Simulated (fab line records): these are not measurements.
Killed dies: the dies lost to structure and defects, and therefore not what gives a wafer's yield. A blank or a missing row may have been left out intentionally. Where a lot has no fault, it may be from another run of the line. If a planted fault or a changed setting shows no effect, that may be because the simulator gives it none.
fab line records	flow sky130
[record] lots = 14	wafers = 42	lastDay = 50
route steps=708 shown LDD_N@247 LOCAL_INTERCONNECT@387 METAL1@437 PAD_OPEN@708
lots untouched by any fault: they come from a run of this same line in which no faults occurred
startH: the number of hours between the record's first day and the start of the first shown wafer of the lot	waitH: time in hours since the lot's previous step	" the same as in the row above	L1.1+2: a row that stands for several wafers	- no value present, or no start provided	* or withheld: withheld	< > ~ a bound
route shown NAME@n: a module of which the file shows steps, and the number in the route of the first	usual: mean/standard deviation of fault-free wafers	same: alike in all rows	chamber/n: place in a boat	sites: the reading at each site	_std_site: how widely they spread, as a standard deviation	_edge_site: outer sites' mean less inner sites'	radiusMm: how far each site lies from the wafer's centre	mask NAME#n: copy n	behind: the last tool/chamber to shape the wafer	hold: why the lot was held/for how many hours/how that ended	device: which transistor (n, p or np) failed to switch	end of line: tests of these same wafers at the route's end	a step with no rows: only its recipe	killed: dies lost to structure and defects at the first sort, not the wafer's yield	map: dies across one wafer; x = killed, . = not, _ = none there
set.NAME: the setting that was run; set.NAME@STEP: the one run at that earlier step	model.NAME: the simulator's own value behind a step, which no gauge read
steps of the route over a sample of lots; a table a step, a row a wafer
services: when a tool's chamber went out of use (startH, in hours from the record's first day, below 0 if earlier), for how many hours, and the reason
[[steps]]
[step SKY_LDD_N_IMPLANT_10]
[recipe] species = As	energyKev = 20	doseCm2 = 7.5e+13	tiltDeg = withheld	rotationDeg = 203
[usual] beamEnergyKeV = 20.000/0.0066
lot.wafer	tool	chamber	startH	waitH	beamEnergyKeV
L329.2	implanter-02	0	389.95	0.1	19.990
L329.5	"	0	"	"	20.001
L329.6	"	0	"	"	19.998
L330.2	implanter-01	0	400.13	0.1	20.002
L330.4	"	0	"	"	19.993
L330.6	"	0	"	"	19.999
L331.1	implanter-03	0	412.68	0.1	20.006
L331.2	"	0	"	"	19.997
L331.3	"	0	"	"	19.994
L332.1	implanter-02	0	421.56	0.1	20.000
L332.2	"	0	"	"	20.000
L332.4	"	0	"	"	20.000
L333.1	implanter-03	0	452.13	0.1	19.980
L333.4	"	0	"	"	19.996
L333.6	"	0	"	"	19.994
L334.1	implanter-02	0	459.41	0.1	20.001
L334.2	"	0	"	"	19.995
L334.6	"	0	"	"	20.002
L335.1	implanter-03	0	460.68	0.1	20.001
L335.3	"	0	"	"	20.000
L335.5	"	0	"	"	20.009
L336.2	implanter-01	0	466.08	0.1	19.994
L336.5	"	0	"	"	19.992
L336.6	"	0	"	"	19.996
L337.1	implanter-01	0	470.88	0.1	20.009
L337.2	"	0	"	"	20.011
L337.5	"	0	"	"	20.010
L338.2	implanter-01	0	486.85	0.1	20.008
L338.3	"	0	"	"	19.999
L338.5	"	0	"	"	19.994
L339.2	implanter-01	0	492.65	0.1	20.007
L339.4	"	0	"	"	20.006
L339.6	"	0	"	"	20.001
L343.1	implanter-01	0	520.45	0.1	20.469
L343.3	"	0	"	"	20.479
L343.5	"	0	"	"	20.473
L347.3	implanter-01	0	552.50	0.1	20.485
L347.5	"	0	"	"	20.487
L347.6	"	0	"	"	20.483
L352.1	implanter-02	0	602.26	0.1	19.994
L352.4	"	0	"	"	20.003
L352.5	"	0	"	"	20.007
[step SKY_LOCAL_INTERCONNECT_SPUTTER_00]
[recipe] material = TiN	targetThkNm = 100	tempC = 300	powerW = 6500	timeS = 83.3	chamberPressurePa = 0.4
[usual] throttleValvePct = 29.5/0.72
lot.wafer	tool	chamber	startH	waitH	throttleValvePct
L329.2	pvdSputter-03	-	666.60	0.1	29.7
L329.5	"	-	"	"	29.2
L329.6	"	-	"	"	29.2
L330.2	pvdSputter-02	-	674.17	0.2	31.4
L330.4	"	-	"	"	29.8
L330.6	"	-	"	"	29.0
L331.1	pvdSputter-02	-	685.48	0.2	29.6
L331.2	"	-	"	"	28.9
L331.3	"	-	"	"	31.4
L332.1	pvdSputter-01	-	693.67	0.2	28.1
L332.2	"	-	"	"	29.0
L332.4	"	-	"	"	29.0
L333.1	pvdSputter-02	-	721.12	0.1	28.9
L333.4	"	-	"	"	28.7
L333.6	"	-	"	"	28.8
L334.1	pvdSputter-03	-	728.36	0.1	29.5
L334.2	"	-	"	"	29.2
L334.6	"	-	"	"	29.1
L335.1	pvdSputter-03	-	729.74	0.1	29.3
L335.3	"	-	"	"	29.9
L335.5	"	-	"	"	29.9
L336.2	pvdSputter-02	-	734.01	0.2	29.4
L336.5	"	-	"	"	29.1
L336.6	"	-	"	"	28.7
L337.1	pvdSputter-01	-	739.44	0.1	28.8
L337.2	"	-	"	"	29.0
L337.5	"	-	"	"	28.8
L338.2	pvdSputter-02	-	749.90	0.2	31.4
L338.3	"	-	"	"	29.6
L338.5	"	-	"	"	31.3
L339.2	pvdSputter-03	-	757.47	0.1	30.0
L339.4	"	-	"	"	29.5
L339.6	"	-	"	"	30.0
L343.1	pvdSputter-03	-	783.29	0.1	29.2
L343.3	"	-	"	"	29.8
L343.5	"	-	"	"	29.8
L347.3	pvdSputter-03	-	810.64	0.1	29.2
L347.5	"	-	"	"	29.4
L347.6	"	-	"	"	29.2
L352.1	pvdSputter-02	-	854.12	0.1	31.5
L352.4	"	-	"	"	31.5
L352.5	"	-	"	"	29.0
[step SKY_METAL1_SPUTTER_03]
[recipe] material = Ti	targetThkNm = 5	powerW = 3000	timeS = 3.3	chamberPressurePa = 0.4
[usual] throttleValvePct = 30.0/0.94
lot.wafer	tool	chamber	startH	waitH	throttleValvePct
L329.2	pvdSputter-02	-	724.71	0.0	29.6
L329.5	"	-	"	"	29.6
L329.6	"	-	"	"	29.3
L330.2	pvdSputter-02	-	731.03	0.0	29.3
L330.4	"	-	"	"	30.0
L330.6	"	-	"	"	31.6
L331.1	pvdSputter-04	-	743.14	0.0	32.1
L331.2	"	-	"	"	30.1
L331.3	"	-	"	"	30.6
L332.1	pvdSputter-03	-	750.04	0.0	29.6
L332.2	"	-	"	"	29.3
L332.4	"	-	"	"	29.3
L333.1	pvdSputter-03	-	777.75	0.0	29.2
L333.4	"	-	"	"	29.4
L333.6	"	-	"	"	29.5
L334.1	pvdSputter-02	-	786.39	0.0	29.9
L334.2	"	-	"	"	31.5
L334.6	"	-	"	"	31.1
L335.1	pvdSputter-04	-	787.69	0.0	29.9
L335.3	"	-	"	"	32.3
L335.5	"	-	"	"	30.1
L336.2	pvdSputter-04	-	790.92	0.0	29.6
L336.5	"	-	"	"	30.8
L336.6	"	-	"	"	29.9
L337.1	pvdSputter-02	-	796.61	0.0	30.0
L337.2	"	-	"	"	29.5
L337.5	"	-	"	"	29.8
L338.2	pvdSputter-02	-	807.34	0.0	29.7
L338.3	"	-	"	"	29.2
L338.5	"	-	"	"	31.7
L339.2	pvdSputter-02	-	814.17	0.0	29.8
L339.4	"	-	"	"	29.0
L339.6	"	-	"	"	29.6
L343.1	pvdSputter-03	-	839.69	0.0	29.4
L343.3	"	-	"	"	29.8
L343.5	"	-	"	"	29.1
L347.3	pvdSputter-04	-	864.15	0.0	29.6
L347.5	"	-	"	"	31.8
L347.6	"	-	"	"	30.1
L352.1	pvdSputter-02	-	908.20	0.0	29.4
L352.4	"	-	"	"	28.9
L352.5	"	-	"	"	29.8
[step SKY_METAL1_OVL_MEAS_16]
[usual] METAL1_OVL = -1/4.6
lot.wafer	tool	chamber	startH	waitH	METAL1_OVL[nm]
L329.2	overlay-02	-	752.74	0.1	-3
L329.5	"	-	"	"	1
L329.6	"	-	"	"	-2
L330.2	overlay-02	-	757.84	0.1	-7
L330.4	"	-	"	"	-5
L330.6	"	-	"	"	-4
L331.1	overlay-02	-	770.84	0.1	-4
L331.2	"	-	"	"	-2
L331.3	"	-	"	"	0
L332.1	overlay-02	-	777.81	0.1	-6
L332.2	"	-	"	"	-3
L332.4	"	-	"	"	5
L333.1	overlay-02	-	804.99	0.1	4
L333.4	"	-	"	"	6
L333.6	"	-	"	"	4
L334.1	overlay-02	-	812.86	0.1	0
L334.2	"	-	"	"	5
L334.6	"	-	"	"	0
L335.1	overlay-02	-	818.13	4.4	-7
L335.3	"	-	"	"	-5
L335.5	"	-	"	"	-3
L336.2	overlay-02	-	818.57	1.2	1
L336.5	"	-	"	"	2
L336.6	"	-	"	"	0
L337.1	overlay-02	-	823.14	0.1	-4
L337.2	"	-	"	"	3
L337.5	"	-	"	"	-1
L338.2	overlay-02	-	833.32	0.1	3
L338.3	"	-	"	"	-3
L338.5	"	-	"	"	1
L339.2	overlay-02	-	840.25	0.1	-7
L339.4	"	-	"	"	-8
L339.6	"	-	"	"	-9
L343.1	overlay-01	-	864.86	0.1	-4
L343.3	"	-	"	"	-3
L343.5	"	-	"	"	2
L347.3	overlay-02	-	889.65	0.1	-2
L347.5	"	-	"	"	0
L347.6	"	-	"	"	-12
L352.1	overlay-01	-	933.41	0.1	-11
L352.4	"	-	"	"	5
L352.5	"	-	"	"	1
[step SKY_PAD_OPEN_PROBE_99]
[usual] killed_at_M0_to_M3 = 44/6.9	killed_at_M4_up = 3.0/1.5	killedAtContacts = 24/5.2	killedAtFrontEnd = 15/4.1	killedAtOther = 0.4/0.62	killedDies = 87/9.6	killedOpen = 47/7	killedShort = 40/6.2
[same] grossDies = 492	killedAtBackSide = 0
lot.wafer	tool	chamber	startH	waitH	killed_at_M0_to_M3	killed_at_M4_up	killedAtContacts	killedAtFrontEnd	killedAtOther	killedDies	killedOpen	killedShort
L343.1	prober-01	-	1151.56	0.1	49	6	25	15	0	95	51	44
L343.3	prober-01	-	1151.66	0.2	32	3	32	12	0	79	46	33
L343.5	prober-01	-	1151.76	0.2	27	2	27	11	0	67	35	31
// killed by level:class
L343.1 VIA2:geometricParticle:open=11 LI_CONTACT:geometricParticle:open=8 VIA1:geometricParticle:open=8 CONTACT:geometricParticle:open=7 VIA3:geometricParticle:open=6 METAL3:geometricParticle:short=6 LOCAL_INTERCONNECT:geometricParticle:short=5 VIA1:geometricParticle:short=5
L343.3 CONTACT:geometricParticle:open=15 VIA2:geometricParticle:open=6 LI_CONTACT:geometricParticle:open=6 METAL1:geometricParticle:short=6 VIA3:geometricParticle:open=5 CONTACT:geometricParticle:short=5 VIA1:geometricParticle:open=5 FIELD_ISO:geometricParticle:open=4
L343.5 LI_CONTACT:geometricParticle:open=7 VIA2:geometricParticle:open=7 LOCAL_INTERCONNECT:geometricParticle:short=6 CONTACT:geometricParticle:open=6 CONTACT:geometricParticle:short=5 FIELD_ISO:geometricParticle:open=3 POLY_GATE:geometricParticle:short=3 LI_CONTACT:geometricParticle:short=3
[[services]]
tool	chamber	startH	hours	kind
pvdSputter-04	-	411.79	2.5	repair
pvdSputter-02	-	434.32	2.3	repair
pvdSputter-03	-	434.75	9.7	repair
pvdSputter-02	-	451.29	12.1	repair
pvdSputter-04	-	473.65	0.6	repair
pvdSputter-03	-	490.24	1.2	repair
implanter-02	-	514.05	2.7	pm
pvdSputter-02	-	546.09	4.9	repair
implanter-01	-	587.05	3.8	repair
implanter-02	-	587.19	4.0	repair
pvdSputter-03	-	600.46	3.1	repair
pvdSputter-02	-	644.44	0.7	repair
implanter-02	-	646.93	3.2	pm
pvdSputter-03	-	670.22	4.5	repair
implanter-01	-	671.43	2.2	repair
implanter-01	-	673.92	6.9	repair
pvdSputter-04	-	694.70	0.5	repair
pvdSputter-03	-	696.46	5.1	repair
implanter-01	-	701.66	5.2	pm
pvdSputter-02	-	707.10	13.6	repair
pvdSputter-03	-	708.75	5.9	repair
implanter-01	-	734.56	1.7	pm
pvdSputter-03	-	766.60	3.1	repair
implanter-01	-	904.55	106.0	repair
[[key]]
[firstSign] step = SKY_LDD_N_IMPLANT_10	reading = beamEnergyKeV	direction = up	sigmas = 73	usual = *	struck = *
effect none on later readings
metAt SKY_LDD_N_IMPLANT_10
struckLots L343,L347
testerLeftOut L343,L347
notActingAt SKY_LOCAL_INTERCONNECT_SPUTTER_00,SKY_METAL1_SPUTTER_03,SKY_METAL1_OVL_MEAS_16
onsetBetween 492.65 520.45
[fault] kind = processParameterDrift	tool = implanter-01	chamber = -	onsetH = 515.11	steps = SKY_LDD_N_IMPLANT_10	channel = energyKev	offset = *	shape = step	endH = 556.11	actsIn = *	stated = *
// testerLeftOut: of these lots the tester's yield and bins aren't shown, on N5 and GAA mostly nor the transistor test; their killed dies are dies lost to structure and defects alone, not to doping, threshold or leakage, so they don't give the yield
